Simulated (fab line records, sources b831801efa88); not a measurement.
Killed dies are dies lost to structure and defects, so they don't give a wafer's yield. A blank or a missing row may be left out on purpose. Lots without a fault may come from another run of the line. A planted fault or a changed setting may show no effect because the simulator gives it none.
fab line records | flow sky130
record lots=13 wafers=39 last_day=50
route steps=708 shown LOCAL_INTERCONNECT@399 CONTACT@430 PAD_OPEN@708
lots that met no fault: from a run of the same line without faults
start_h: hours from the record's first day to the start of the lot's first wafer shown | wait_h: hours since the lot's step before | " the same as in the row above | L1.1+2: a row that stands for several wafers | - no value, or no start given | * or withheld: withheld | < > ~ a bound
route shown NAME@n: a module of which the file shows steps, and the number in the route of the first | usual: mean/standard deviation of fault-free wafers | same: alike in all rows | chamber/n: place in a boat | sites: the reading at each site | _std_site: their standard deviation | _edge_site: outer sites' mean less inner sites' | radius_mm: how far each site lies from the wafer's centre | mask NAME#n: copy n | behind: the tool/chamber that last shaped the wafer | hold: why the lot was held/for how many hours/how that ended | device: the transistor (n, p or np) that didn't switch | end of line: the same wafers' tests at the end of the route | a step without rows: its recipe alone | killed: dies lost to structure and defects at the first sort, not the wafer's yield | map: a wafer's dies, x killed, . not, _ none there
set.NAME: the setting as run; set.NAME@STEP: as run at that earlier step | model.NAME: the simulator's own value behind a step, which no gauge read
steps of the route over a sample of lots; a table a step, a row a wafer
services: from which hour (start_h, from the record's first day; less than 0 if before it) a tool's chamber was out of use, for how many hours, and why
## steps
# step SKY_LOCAL_INTERCONNECT_OVL_MEAS_12
# usual LOCAL_INTERCONNECT_OVL=1/5.1
# columns lot.wafer tool chamber start_h wait_h LOCAL_INTERCONNECT_OVL[nm]
L671.1 overlay-02 - 704.75 0.1 -1
L671.3 " - " " -1
L671.6 " - " " -3
L672.1 overlay-02 - 707.59 0.1 1
L672.3 " - " " 4
L672.6 " - " " 1
L673.1 overlay-02 - 725.24 0.1 1
L673.3 " - " " -2
L673.4 " - " " 7
L674.1 overlay-01 - 738.40 0.1 2
L674.2 " - " " -3
L674.5 " - " " -8
L675.1 overlay-02 - 740.19 0.1 -5
L675.3 " - " " 1
L675.6 " - " " -7
L679.1 overlay-01 - 778.24 0.1 4
L679.2 " - " " 2
L679.3 " - " " 2
L688.3 overlay-02 - 840.20 0.1 5
L688.5 " - " " 2
L688.6 " - " " -8
L689.2 overlay-02 - 852.26 0.1 -7
L689.3 " - " " 5
L689.4 " - " " -7
L690.2 overlay-02 - 856.09 0.1 -3
L690.5 " - " " 7
L690.6 " - " " -4
L692.2 overlay-01 - 866.65 0.1 -8
L692.4 " - " " 1
L692.5 " - " " 0
L691.1 overlay-02 - 874.09 0.1 -2
L691.4 " - " " 4
L691.5 " - " " 0
L694.3 overlay-01 - 881.07 0.1 0
L694.4 " - " " -5
L694.6 " - " " -2
L693.1 overlay-02 - 882.14 0.1 1
L693.5 " - " " -1
L693.6 " - " " 3
# step SKY_CONTACT_CVD_24
# recipe material=W target_thk_nm=340 time_s=102.12 temp_c=400 pressure_torr=40
# usual heater_power_w=906/40
# columns lot.wafer tool chamber start_h wait_h heater_power_w since_wet_clean_h
L671.1 cvd_w-01 0 734.97 0.0 895 831
L671.3 " 0 " " 875 -
L671.6 " 1 " " 833 -
L672.1 cvd_w-01 0 738.39 0.0 904 834
L672.3 " 0 " " 920 -
L672.6 " 0 " " 880 -
L673.1 cvd_w-02 1 755.15 0.0 938 351
L673.3 " 1 " " 954 -
L673.4 " 0 " " 902 -
L674.1 cvd_w-02 0 767.97 0.0 908 364
L674.2 " 1 " " 958 364
L674.5 " 0 " " 882 -
L675.1 cvd_w-01 1 770.13 0.0 838 866
L675.3 " 1 " " 855 -
L675.6 " 0 " " 898 -
L679.1 cvd_w-02 1 807.34 0.0 945 403
L679.2 " 0 " " 897 403
L679.3 " 0 " " 917 -
L688.3 cvd_w-02 0 868.66 0.1 944 -
L688.5 " 1 " " 959 -
L688.6 " 0 " " 935 -
L689.2 cvd_w-02 0 880.14 0.0 919 476
L689.3 " 0 " " 916 -
L689.4 " 1 " " 953 -
L690.2 cvd_w-01 1 884.51 0.1 856 -
L690.5 " 1 " " 835 -
L690.6 " 1 " " 837 -
L692.2 cvd_w-01 0 894.08 0.0 893 990
L692.4 " 1 " " 849 -
L692.5 " 1 " " 834 -
L691.1 cvd_w-02 0 902.01 0.0 893 498
L691.4 " 1 " " 954 -
L691.5 " 1 " " 940 -
L694.3 cvd_w-02 0 909.50 0.1 912 -
L694.4 " 1 " " 971 -
L694.6 " 0 " " 919 -
L693.1 cvd_w-02 1 910.47 0.0 944 506
L693.5 " 1 " " 955 -
L693.6 " 0 " " 909 -
# step SKY_CONTACT_RS_MEAS_25
# recipe thk_meas_gauge=four-point-probe reads=W_of_CONTACT_CVD_24+TiN_of_CONTACT_SPUTTER_23
# usual CONTACT_W_RS=0.337/0.0044
# columns lot.wafer tool chamber start_h wait_h CONTACT_W_RS[ohm/sq]
L671.1 film_metro-03 - 735.08 0.1 0.343
L671.3 " - " " 0.342
L671.6 " - " " 0.337
L672.1 film_metro-04 - 738.50 0.1 0.343
L672.3 " - " " 0.342
L672.6 " - " " 0.339
L673.1 film_metro-04 - 755.26 0.1 0.341
L673.3 " - " " 0.342
L673.4 " - " " 0.334
L674.1 film_metro-03 - 768.08 0.1 0.337
L674.2 " - " " 0.341
L674.5 " - " " 0.335
L675.1 film_metro-03 - 770.24 0.1 0.335
L675.3 " - " " 0.339
L675.6 " - " " 0.341
L679.1 film_metro-04 - 807.45 0.1 0.343
L679.2 " - " " 0.336
L679.3 " - " " 0.339
L688.3 film_metro-02 - 868.77 0.1 0.326
L688.5 " - " " 0.334
L688.6 " - " " 0.331
L689.2 film_metro-02 - 880.27 0.1 0.327
L689.3 " - " " 0.327
L689.4 " - " " 0.333
L690.2 film_metro-02 - 884.71 0.2 0.334
L690.5 " - " " 0.337
L690.6 " - " " 0.331
L692.2 film_metro-03 - 894.21 0.1 0.338
L692.4 " - " " 0.331
L692.5 " - " " 0.330
L691.1 film_metro-02 - 902.12 0.1 0.335
L691.4 " - " " 0.341
L691.5 " - " " 0.338
L694.3 film_metro-03 - 909.61 0.1 0.334
L694.4 " - " " 0.344
L694.6 " - " " 0.332
L693.1 film_metro-03 - 910.58 0.1 0.348
L693.5 " - " " 0.347
L693.6 " - " " 0.336
# step SKY_CONTACT_CMP_27
# recipe stop_on=SiO2 t_overpolish_s=15 down_force_psi=3.5 platen_rpm=60 target_thk_nm=0 pad_velocity_m_s=0.94248
# usual edge_zone_pressure_frac=1.000/0.0045 head_pressure_psi=3.500/0.0084 motor_current_A=10.4/1.2 overpolish_run_s=14.999/0.0089 slurry_flow_ml_min=150.1/0.43 time_to_endpoint_s=83/3.7
# columns lot.wafer tool chamber start_h wait_h edge_zone_pressure_frac head_pressure_psi motor_current_A overpolish_run_s slurry_flow_ml_min time_to_endpoint_s
L671.3 cmp-01 2 735.26 0.0 1.002 3.498 9.7 14.990 150.9 80
L671.1 " 0 " " 1.001 3.514 11.1 15.006 149.7 74
L671.6 " 2 " " 0.996 3.503 9.5 14.989 149.3 82
L672.3 cmp-01 3 738.80 0.2 1.001 3.497 10.8 14.995 151.0 79
L672.1 " 1 " " 0.997 3.506 8.8 14.989 150.3 81
L672.6 " 2 " " 0.998 3.514 9.2 14.994 149.9 83
L673.1 cmp-01 2 755.44 0.1 0.999 3.500 9.0 15.002 149.9 81
L673.4 " 3 " " 0.998 3.502 10.5 14.990 150.1 79
L673.3 " 0 " " 1.000 3.492 11.3 15.001 150.0 76
L674.1 cmp-02 3 768.26 0.1 1.000 3.490 11.1 15.011 150.1 83
L674.2 " 0 " " 0.996 3.497 8.9 14.992 150.6 82
L674.5 " 3 " " 1.003 3.492 11.2 14.990 150.4 84
L675.1 cmp-02 2 770.52 0.1 0.997 3.500 12.8 14.994 150.5 81
L675.3 " 3 " " 1.000 3.507 11.4 15.008 150.1 80
L675.6 " 0 " " 1.006 3.505 9.3 15.003 149.8 84
L679.1 cmp-01 2 807.63 0.1 0.997 3.505 9.1 15.001 150.0 86
L679.2 " 3 " " 0.996 3.513 10.7 14.994 150.2 78
L679.3 " 0 " " 1.010 3.503 11.7 15.003 150.3 82
L688.3 cmp-01 0 869.06 0.2 - - - - - -
L688.5 " 1 " " - - - - - -
L688.6 " 2 " " - - - - - -
L689.3 cmp-01 0 880.43 0.0 - - - - - -
L689.2 " 1 " " - - - - - -
L689.4 " 3 " " - - - - - -
L690.2 cmp-01 3 884.87 0.0 - - - - - -
L690.6 " 3 " " - - - - - -
L690.5 " 0 " " - - - - - -
L692.4 cmp-02 3 894.37 0.0 1.004 3.505 11.5 14.993 149.7 83
L692.2 " 1 " " 1.010 3.521 10.4 14.992 150.8 87
L692.5 " 0 " " 0.994 3.493 9.0 15.013 150.4 81
L691.1 cmp-02 0 902.35 0.1 1.005 3.500 9.1 15.000 150.5 90
L691.4 " 1 " " 1.007 3.507 11.1 14.991 150.7 89
L691.5 " 0 " " 1.004 3.504 9.1 15.008 149.2 86
L694.4 cmp-02 1 909.80 0.1 0.996 3.483 10.5 14.995 150.4 89
L694.3 " 3 " " 0.996 3.507 11.6 15.009 149.9 88
L694.6 " 0 " " 1.002 3.507 9.6 15.006 150.9 90
L693.1 cmp-02 3 910.76 0.1 0.998 3.507 12.1 14.990 150.1 85
L693.6 " 3 " " 1.002 3.485 11.5 14.998 150.8 85
L693.5 " 0 " " 0.998 3.504 9.3 14.989 149.9 85
# step SKY_PAD_OPEN_PROBE_99
# usual killed_at_M0_to_M3=43/7.1 killed_at_M4_up=3.2/1.7 killed_at_contacts=24/5.6 killed_at_front_end=16/5 killed_at_other=0.4/0.68 killed_dies=86/9.3 killed_on_rim=17/3.8 killed_open=47/7.1 killed_short=39/5.7
# same gross_dies=492 killed_at_back_side=0
# columns lot.wafer tool chamber start_h wait_h killed_at_M0_to_M3 killed_at_M4_up killed_at_contacts killed_at_front_end killed_at_other killed_dies killed_on_rim killed_open killed_short
L679.1 prober-01 - 1129.28 0.1 42 6 23 12 0 83 18 45 38
L679.2 prober-01 - 1129.33 0.1 47 2 30 21 1 101 17 62 39
L679.3 prober-01 - 1129.38 0.2 45 2 34 15 0 96 17 63 33
L688.3 prober-02 - 1174.69 0.2 37 3 433 16 3 492 96 42 38
L688.5 prober-02 - 1174.79 0.2 47 3 427 14 1 492 96 49 46
L688.6 prober-02 - 1174.84 0.2 41 2 432 17 0 492 96 40 41
L689.2 prober-01 - 1180.54 0.1 54 4 417 17 0 492 96 56 42
L689.3 prober-01 - 1180.59 0.2 36 2 439 15 0 492 96 49 34
L689.4 prober-01 - 1180.64 0.2 37 3 441 10 1 492 96 43 38
L690.2 prober-02 - 1182.16 0.1 45 2 431 14 0 492 96 49 40
L690.5 prober-02 - 1182.31 0.2 41 5 417 29 0 492 96 58 40
L690.6 prober-02 - 1182.36 0.2 33 5 434 20 0 492 96 45 39
# killed by level:class
L679.1 CONTACT:geometric_particle:open=11 VIA1:geometric_particle:open=8 VIA1:geometric_particle:short=6 VIA3:geometric_particle:open=6 VIA2:geometric_particle:open=5 METAL2:geometric_particle:short=4 LI_CONTACT:geometric_particle:short=4 VIA2:geometric_particle:short=4
L679.2 CONTACT:geometric_particle:open=12 VIA1:geometric_particle:open=10 VIA3:geometric_particle:open=9 POLY_GATE:geometric_particle:short=8 VIA2:geometric_particle:open=8 METAL2:geometric_particle:short=7 POLY_GATE:geometric_particle:open=6 LI_CONTACT:geometric_particle:open=6
L679.3 VIA1:geometric_particle:open=15 CONTACT:geometric_particle:open=13 CONTACT:geometric_particle:short=9 VIA2:geometric_particle:open=8 LI_CONTACT:geometric_particle:open=7 LOCAL_INTERCONNECT:geometric_particle:short=5 VIA1:geometric_particle:short=5 VIA3:geometric_particle:open=5
L688.3 CONTACT:area_cmp=410 VIA1:geometric_particle:open=10 METAL2:geometric_particle:short=8 CONTACT:geometric_particle:short=7 CONTACT:geometric_particle:open=7 FIELD_ISO:geometric_particle:open=6 LI_CONTACT:geometric_particle:open=6 VIA1:geometric_particle:short=5
L688.5 CONTACT:area_cmp=396 VIA1:geometric_particle:open=14 CONTACT:geometric_particle:open=10 METAL2:geometric_particle:short=8 CONTACT:geometric_particle:short=7 LI_CONTACT:geometric_particle:short=6 VIA3:geometric_particle:open=6 VIA2:geometric_particle:open=6
L688.6 CONTACT:area_cmp=411 VIA1:geometric_particle:open=8 FIELD_ISO:geometric_particle:open=7 LOCAL_INTERCONNECT:geometric_particle:short=6 VIA1:geometric_particle:short=6 VIA2:geometric_particle:open=6 CONTACT:geometric_particle:open=5 METAL1:geometric_particle:short=4
L689.2 CONTACT:area_cmp=393 VIA1:geometric_particle:open=19 LI_CONTACT:geometric_particle:open=7 VIA1:geometric_particle:short=7 LOCAL_INTERCONNECT:geometric_particle:short=6 CONTACT:geometric_particle:open=6 VIA2:geometric_particle:open=6 VIA3:geometric_particle:open=6
L689.3 CONTACT:area_cmp=409 LI_CONTACT:geometric_particle:open=12 CONTACT:geometric_particle:open=8 VIA1:geometric_particle:open=7 VIA2:geometric_particle:open=7 FIELD_ISO:geometric_particle:short=5 METAL1:geometric_particle:short=5 VIA3:geometric_particle:open=5
L689.4 CONTACT:area_cmp=411 VIA1:geometric_particle:open=8 VIA2:geometric_particle:open=7 LI_CONTACT:geometric_particle:open=7 LOCAL_INTERCONNECT:geometric_particle:short=6 CONTACT:geometric_particle:short=6 CONTACT:geometric_particle:open=5 METAL1:geometric_particle:short=5
L690.2 CONTACT:area_cmp=402 VIA1:geometric_particle:open=14 LI_CONTACT:geometric_particle:open=9 CONTACT:geometric_particle:open=9 LOCAL_INTERCONNECT:geometric_particle:short=7 METAL2:geometric_particle:short=6 VIA1:geometric_particle:short=6 FIELD_ISO:geometric_particle:short=5
L690.5 CONTACT:area_cmp=394 VIA1:geometric_particle:open=12 CONTACT:geometric_particle:open=11 VIA2:geometric_particle:open=9 POLY_GATE:geometric_particle:short=6 FIELD_ISO:geometric_particle:open=5 POLY_GATE:geometric_particle:open=5 LI_CONTACT:geometric_particle:open=5
L690.6 CONTACT:area_cmp=407 CONTACT:geometric_particle:open=10 VIA1:geometric_particle:open=8 VIA1:geometric_particle:short=7 LOCAL_INTERCONNECT:geometric_particle:short=7 FIELD_ISO:geometric_particle:short=5 VIA2:geometric_particle:open=5 FIELD_ISO:geometric_particle:open=4
## services
# columns tool chamber start_h hours kind
cvd_w-01 0 713.60 9.9 repair
cmp-02 - 722.96 15.3 repair
cvd_w-01 - 726.57 2.8 pm
cvd_w-02 0 735.94 5.2 repair
cmp-02 - 738.29 6.2 pm
cvd_w-02 1 745.59 8.3 repair
cmp-02 - 748.54 4.0 pm
cmp-02 - 752.54 - consumable_replace:conditioner
cmp-02 - 752.54 - consumable_replace:pad
cmp-02 - 759.53 2.6 repair
cmp-01 - 762.41 21.0 pm
cmp-01 - 792.25 5.1 pm
cmp-01 - 798.81 1.1 repair
cmp-01 - 848.83 0.5 repair
cmp-01 - 871.80 1.1 repair
cvd_w-01 0 874.29 14.7 repair
cvd_w-01 1 875.63 6.7 repair
cmp-01 - 898.04 2.2 repair
cvd_w-01 - 904.00 14.0 pm
cvd_w-01 0 904.00 14.0 vent_cycle
cvd_w-01 1 904.00 14.0 vent_cycle
## key
first_sign step=SKY_CONTACT_CMP_27 reading=tool_record direction=missing
effect step=SKY_PAD_OPEN_PROBE_99 reading=killed_at_contacts direction=up sigmas=73 usual=24 struck=430
more_kills_born_at SKY_CONTACT_CMP_27@cmp-01=3607
met_at SKY_CONTACT_CMP_27
struck_lots L688,L689,L690
later_rows_left_out L688.3,L688.5,L688.6,L689.2,L689.3,L689.4,L690.2,L690.5,L690.6
tester_left_out L688,L689,L690
not_acting_at SKY_LOCAL_INTERCONNECT_OVL_MEAS_12,SKY_CONTACT_CVD_24,SKY_CONTACT_RS_MEAS_25
onset_between 807.63 869.06
fault kind=skipped_step_whole tool=cmp-01 chamber=- onset_h=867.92 steps=SKY_CONTACT_CMP_27 scope=struck_lots_only
# tester_left_out: of these lots the tester's yield and bins aren't shown, on N5 and GAA mostly nor the transistor test; their killed dies are dies lost to structure and defects alone, not to doping, threshold or leakage, so they don't give the yield
# later_rows_left_out: the simulator's readings of these wafers behind a module that went badly wrong aren't trusted and aren't shown, but for the sort
